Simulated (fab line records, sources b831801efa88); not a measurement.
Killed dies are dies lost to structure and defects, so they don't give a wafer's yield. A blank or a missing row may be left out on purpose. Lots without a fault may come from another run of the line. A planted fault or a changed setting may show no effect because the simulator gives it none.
One fault seen from 2 desks | flow sky130 | each desk has only its own numbers; what lay behind them comes last

THE TOOL OWNER'S DESK: hdpcvd-01
The tool's own readings at SKY_VIA2_HDPCVD_00 (deposits SiO2, target thk 1180 nm, time 196.7 s): means of the sampled wafers that have a number, for each lot that ran on this tool. A lot is out of limits, marked OUT, if its mean lies more than 4 standard deviations from the usual mean; the brackets give that distance.
Columns: A = pressure_mtorr at SKY_VIA2_HDPCVD_00, usual 6.000 mTorr; B = run_length_s at SKY_VIA2_HDPCVD_00, usual 224.5 s; C = susceptor_temp_C at SKY_VIA2_HDPCVD_00, usual 400.01 C
lot  | first seen here | A     | B                       | C
L686 | day 36 06:59    | 5.993 | 224.3                   | 400.09
L690 | day 36 15:18    | 6.014 | 251.2 (+52) OUT         | 400.01
L694 | day 37 19:26    | 6.007 | 305.1 (+99 or more) OUT | 400.12
L706 | day 41 07:43    | 6.002 | 224.2                   | 400.15
L707 | day 41 11:19    | 5.991 | 224.3                   | 399.82
L708 | day 41 14:04    | 6.006 | 224.3                   | 400.17
This desk's finding: out of limits on L690, L694; first on L690, day 36 15:18 (run_length_s at SKY_VIA2_HDPCVD_00). In limits: L686, L706, L707, L708.

THE METROLOGY DESK
What the gauges read, lot by lot, whatever tool the lot ran on: means of the sampled wafers that have a number. A lot is out of limits, marked OUT, if its mean lies more than 4 standard deviations from the usual mean; the brackets give that distance.
Columns: A = cd_nm at SKY_VIA1_CD_MEAS_12, usual 148.9 nm; B = METAL2_ALCU_RS at SKY_METAL2_RS_MEAS_05, usual 0.1270 ohm/sq; C = VIA2_HDPCVD_THK at SKY_VIA2_THK_MEAS_01, usual 1185 nm
lot  | first seen here | A     | B      | C
L686 | day 35 03:07    | 148.3 | 0.1256 | 1206
L690 | day 35 10:22    | 148.1 | 0.1272 | 1352 (+13) OUT
L694 | day 36 14:43    | 149.2 | 0.1273 | 1672 (+37) OUT
L698 | day 37 19:06    | 151.1 | 0.1264 | 1169
L700 | day 38 02:34    | 147.7 | 0.1260 | 1191
L701 | day 38 09:11    | 148.3 | 0.1264 | 1167
L704 | day 39 22:45    | 148.2 | 0.1296 | 1192
L705 | day 39 22:59    | 150.3 | 0.1265 | 1183
L706 | day 40 04:42    | 147.9 | 0.1252 | 1176
L707 | day 40 09:06    | 150.1 | 0.1256 | 1187
L708 | day 40 11:21    | 149.9 | 0.1290 | 1179
L709 | day 40 23:41    | 149.1 | 0.1266 | 1176
This desk's finding: out of limits on L690, L694; first on L690, day 36 15:26 (VIA2_HDPCVD_THK at SKY_VIA2_THK_MEAS_01). In limits: L686, L698, L700, L701, L704, L705, L706, L707, L708, L709.

PUT TOGETHER
The tool owner's desk could have raised an alarm at day 36 15:18, on L690, L694.
The metrology desk could have raised an alarm at day 36 15:26, on L690, L694.
Of the lots named, all ran SKY_VIA2_HDPCVD_00 on hdpcvd-01.

WHAT THE SIMULATOR HAD PUT IN
Process parameter drift: hdpcvd-01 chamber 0, from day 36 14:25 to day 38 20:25, at SKY_VIA2_HDPCVD_00. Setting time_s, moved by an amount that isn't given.
Lots struck among those shown: L690, L694.
Hours from the fault's start to each desk's first reading out of limits: the tool owner's desk, 1; the metrology desk, 1.
